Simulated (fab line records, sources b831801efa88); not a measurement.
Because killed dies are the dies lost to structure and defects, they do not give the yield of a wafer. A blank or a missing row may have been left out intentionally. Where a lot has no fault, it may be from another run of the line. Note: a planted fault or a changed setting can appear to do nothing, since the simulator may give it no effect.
Chamber matching / flow gf180mcu / 4 sister chambers for GF_V1_CMP_04 on cmp-01
The step polishes SiO2. 16 wafers are shown with their chamber, then 8 later ones without.

== WAFERS WITH THEIR CHAMBER ==
wafer=L960.1; chamber=2; motor_current_A (A)=14.2; time_to_endpoint_s (s)=82; head_pressure_psi (psi)=3.998
wafer=L960.4; chamber=0; motor_current_A (A)=13.2; time_to_endpoint_s (s)=74; head_pressure_psi (psi)=4.007
wafer=L960.5; chamber=0; motor_current_A (A)=12.3; time_to_endpoint_s (s)=82; head_pressure_psi (psi)=4.012
wafer=L961.2; chamber=2; motor_current_A (A)=13.4; time_to_endpoint_s (s)=79; head_pressure_psi (psi)=4.005
wafer=L961.3; chamber=3; motor_current_A (A)=12.6; time_to_endpoint_s (s)=86; head_pressure_psi (psi)=3.989
wafer=L961.6; chamber=2; motor_current_A (A)=13.6; time_to_endpoint_s (s)=88; head_pressure_psi (psi)=4.027
wafer=L965.2; chamber=0; motor_current_A (A)=13.0; time_to_endpoint_s (s)=77; head_pressure_psi (psi)=4.002
wafer=L965.4; chamber=2; motor_current_A (A)=14.0; time_to_endpoint_s (s)=84; head_pressure_psi (psi)=4.004
wafer=L965.5; chamber=3; motor_current_A (A)=13.0; time_to_endpoint_s (s)=89; head_pressure_psi (psi)=4.004
wafer=L967.2; chamber=1; motor_current_A (A)=11.5; time_to_endpoint_s (s)=78; head_pressure_psi (psi)=4.005
wafer=L967.3; chamber=0; motor_current_A (A)=12.4; time_to_endpoint_s (s)=68; head_pressure_psi (psi)=4.011
wafer=L967.4; chamber=3; motor_current_A (A)=12.9; time_to_endpoint_s (s)=90; head_pressure_psi (psi)=3.993
wafer=L977.1; chamber=3; motor_current_A (A)=12.5; time_to_endpoint_s (s)=94; head_pressure_psi (psi)=3.987
wafer=L977.4; chamber=2; motor_current_A (A)=14.2; time_to_endpoint_s (s)=91; head_pressure_psi (psi)=3.994
wafer=L977.6; chamber=3; motor_current_A (A)=12.8; time_to_endpoint_s (s)=95; head_pressure_psi (psi)=4.009
wafer=L979.2; chamber=2; motor_current_A (A)=14.2; time_to_endpoint_s (s)=88; head_pressure_psi (psi)=3.990

SIGNATURES, as means of the wafers listed above
reading=motor_current_A; chamber 0=12.725; chamber 1=11.500; chamber 2=13.933; chamber 3=12.760; scatter within a chamber=0.338
reading=time_to_endpoint_s; chamber 0=75.25; chamber 1=78.00; chamber 2=85.33; chamber 3=90.80; scatter within a chamber=4.63
reading=head_pressure_psi; chamber 0=4.00800; chamber 1=4.00500; chamber 2=4.00300; chamber 3=3.99640; scatter within a chamber=0.0104
Rule: a wafer's distance from a chamber is the root of the sum, over the readings, of the square of ((its reading less the chamber's mean) divided by the reading's scatter). If the next closest chamber is less than 2 further off than the closest, the wafer can't be placed; otherwise it belongs to the closest. The scatter is the square root of a quotient: the sum, over the shown wafers, of each reading's squared deviation from its chamber's mean, divided by wafers minus chambers.

== WAFERS MISSING THEIR CHAMBER ==
wafer=L979.5; motor_current_A (A)=13.6; time_to_endpoint_s (s)=96; head_pressure_psi (psi)=3.988
wafer=L979.6; motor_current_A (A)=11.7; time_to_endpoint_s (s)=93; head_pressure_psi (psi)=3.997
wafer=L981.1; motor_current_A (A)=14.1; time_to_endpoint_s (s)=74; head_pressure_psi (psi)=3.994
wafer=L981.3; motor_current_A (A)=11.1; time_to_endpoint_s (s)=80; head_pressure_psi (psi)=4.001
wafer=L981.6; motor_current_A (A)=13.9; time_to_endpoint_s (s)=84; head_pressure_psi (psi)=4.009
wafer=L983.3; motor_current_A (A)=12.0; time_to_endpoint_s (s)=74; head_pressure_psi (psi)=3.994
wafer=L983.4; motor_current_A (A)=12.8; time_to_endpoint_s (s)=86; head_pressure_psi (psi)=4.001
wafer=L983.5; motor_current_A (A)=14.1; time_to_endpoint_s (s)=87; head_pressure_psi (psi)=4.018

== WHICH CHAMBER EACH ONE RAN IN ==
wafer=L979.5; from the rows above=can't be placed: 3 or 2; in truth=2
wafer=L979.6; from the rows above=can't be placed: 3 or 1 or 0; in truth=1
wafer=L981.1; from the rows above=can't be placed: 2 or 0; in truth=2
wafer=L981.3; from the rows above=1; in truth=1
wafer=L981.6; from the rows above=2; in truth=2
wafer=L983.3; from the rows above=can't be placed: 1 or 0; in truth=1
wafer=L983.4; from the rows above=can't be placed: 3 or 0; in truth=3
wafer=L983.5; from the rows above=2; in truth=2
3 of 8 placed correctly. Unplaceable from these rows: 5, with the true chamber sitting among the candidates in 5. 0 placed wrongly.
